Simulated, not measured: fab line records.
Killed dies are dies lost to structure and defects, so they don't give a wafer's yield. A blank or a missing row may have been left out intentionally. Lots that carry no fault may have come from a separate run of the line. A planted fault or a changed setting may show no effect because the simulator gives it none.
Which tool was responsible? | flow gf180mcu | 15 lots with 45 wafers sampled at 4 steps, on a route of 602 steps

== WHAT THE GAUGES READ, wafer by wafer ==
GF_STI_THK_MEAS_22. Usual: for STI_OXIDATION_01_THK the level is 15.05 nm and the standard deviation is 0.28.
lot  | measured    | on            | STI_OXIDATION_01_THK (nm) | flag
L940 | day 2 09:02 | film metro-01 | 15.31 15.09 15.17         |
L939 | day 2 09:03 | film metro-03 | 14.84 15.14 15.11         |
L941 | day 2 13:44 | film metro-03 | 15.42 15.20 15.52         |
L942 | day 2 18:14 | film metro-04 | 15.27 15.08 15.21         |
L943 | day 2 23:52 | film metro-01 | 15.11 14.98 15.08         |
L944 | day 3 06:39 | film metro-01 | 15.07 15.13 14.93         |
L945 | day 3 13:19 | film metro-01 | 15.12 14.92 14.38         |
L946 | day 3 18:52 | film metro-04 | 15.03 14.91 15.12         |
L949 | day 4 10:38 | film metro-01 | 15.63 15.63 15.84         |
L950 | day 4 13:58 | film metro-04 | 14.90 14.75 14.88         |
L951 | day 4 17:48 | film metro-04 | 15.59 15.60 15.23         |
L954 | day 5 12:31 | film metro-03 | 14.79 14.98 15.06         |
L955 | day 5 16:20 | film metro-03 | 14.92 14.69 14.78         |
L956 | day 5 21:17 | film metro-04 | 14.87 15.06 15.18         |
L957 | day 5 23:40 | film metro-03 | 15.07 14.90 14.93         |

GF_NWELL_OVL_MEAS_07. Usual: for NWELL_OVL the level is 0.7 nm and the standard deviation is 1.7.
lot  | measured    | on         | NWELL_OVL (nm) | flag
L940 | day 3 14:22 | overlay-02 | 3.3 4.5 3.2    |
L939 | day 3 13:04 | overlay-02 | 1.9 2.6 2.5    |
L941 | day 3 18:45 | overlay-01 | 0.5 0.3 -1.2   |
L942 | day 3 22:19 | overlay-01 | 0.6 0.2 0.5    |
L943 | day 4 04:03 | overlay-01 | -2.9 0.1 -1.7  |
L944 | day 4 14:04 | overlay-02 | 1.0 0.8 1.1    |
L945 | day 4 21:46 | overlay-02 | -2.9 -0.5 -0.6 |
L946 | day 5 01:22 | overlay-02 | 2.2 2.6 2.0    |
L949 | day 5 18:51 | overlay-01 | 4.6 3.4 3.3    |
L950 | day 5 20:13 | overlay-02 | 0.2 1.3 -0.3   |
L951 | day 6 00:31 | overlay-02 | -0.5 -3.0 -1.4 |
L954 | day 7 01:36 | overlay-02 | 1.5 2.0 1.7    |
L955 | day 7 00:55 | overlay-01 | 0.7 -0.5 -0.5  |
L956 | day 7 06:44 | overlay-02 | -0.2 0.6 2.5   |
L957 | day 7 08:25 | overlay-02 | -0.4 0.0 1.1   |

GF_NWELL_TW_MEAS_11. Usual: for NWELL_TW the level is 1578 and the standard deviation is 11.
lot  | measured    | on            | NWELL_TW                      | flag
L940 | day 3 14:48 | film metro-02 | 1577 1578 1573                |
L939 | day 3 13:30 | film metro-04 | 1572 1585 1581                |
L941 | day 3 19:11 | film metro-02 | 1572 1589 1586                |
L942 | day 3 22:45 | film metro-01 | 1581 1577 1580                |
L943 | day 4 04:29 | film metro-04 | 1563 1572 1563                |
L944 | day 4 14:31 | film metro-01 | 1593 1582 1590                |
L945 | day 4 22:12 | film metro-01 | 1587 1574 1587                |
L946 | day 5 01:48 | film metro-01 | 1575 1576 1578                |
L949 | day 5 19:17 | film metro-02 | 1562 1580 1569                |
L950 | day 5 20:39 | film metro-04 | 1589 1583 1582                |
L951 | day 6 00:57 | film metro-02 | 1569 1563 1570                |
L954 | day 7 02:02 | film metro-01 | 2439 2445 2453 2446 2441 2446 | OFF
L955 | day 7 01:21 | film metro-01 | 2439 2464 2425 2441 2452 2451 | OFF
L956 | day 7 07:11 | film metro-02 | 2415 2393 2401 2416 2405 2400 | OFF
L957 | day 7 08:52 | film metro-04 | 2418 2411 2416 2417 2405 2403 | OFF

== TOOL THAT RAN EACH LOT (tool first, then ch and the chambers of the sampled wafers, then the start) ==
lot  | GF_NWELL_IMPLANT_08
L940 | implanter-01 ch 0, day 3 14:24
L939 | implanter-02 ch 0, day 3 13:07
L941 | implanter-03 ch 0, day 3 18:47
L942 | implanter-03 ch 0, day 3 22:21
L943 | implanter-02 ch 0, day 4 04:05
L944 | implanter-02 ch 0, day 4 14:08
L945 | implanter-03 ch 0, day 4 21:49
L946 | implanter-01 ch 0, day 5 01:24
L949 | implanter-01 ch 0, day 5 18:53
L950 | implanter-02 ch 0, day 5 20:16
L951 | implanter-02 ch 0, day 6 00:33
L954 | implanter-02 ch 0, day 7 01:38
L955 | implanter-02 ch 0, day 7 00:58
L956 | implanter-01 ch 0, day 7 06:48
L957 | implanter-01 ch 0, day 7 08:29
- GF_NWELL_IMPLANT_08

== AS READ BY THE TOOLS THEMSELVES (means over the sampled wafers that have a number; for cases with no such wafer, the mark the record gives instead) ==
The record holds no such reading with a usual standard deviation.

== THE ANSWER, worked out from the rows above alone ==
Rule: a lot is off if the mean of its wafers that have a number lies more than 3 standard deviations from the usual mean. Also off: a lot with no number at a reading for which 4 or more lots have one. All remaining lots with rows at the step are treated as sound. The gauges are gone through in route order, then the tools' own readings, and for those a lot's mean is taken as printed above. At the first step where some lot is off, the reading lying furthest off is the one used; lots without a number count as furthest.
Off: L954, L955, L956, L957, seen at GF_NWELL_TW_MEAS_11 (NWELL_TW).
A tool fits if, at a process step before that reading, it ran every lot that is off, and no sound lot after the first of them. Those tools and the gauges at GF_NWELL_TW_MEAS_11 are tried in the same way. Of those tried, none fits.

== WHAT THE SIMULATOR HAD INSERTED ==
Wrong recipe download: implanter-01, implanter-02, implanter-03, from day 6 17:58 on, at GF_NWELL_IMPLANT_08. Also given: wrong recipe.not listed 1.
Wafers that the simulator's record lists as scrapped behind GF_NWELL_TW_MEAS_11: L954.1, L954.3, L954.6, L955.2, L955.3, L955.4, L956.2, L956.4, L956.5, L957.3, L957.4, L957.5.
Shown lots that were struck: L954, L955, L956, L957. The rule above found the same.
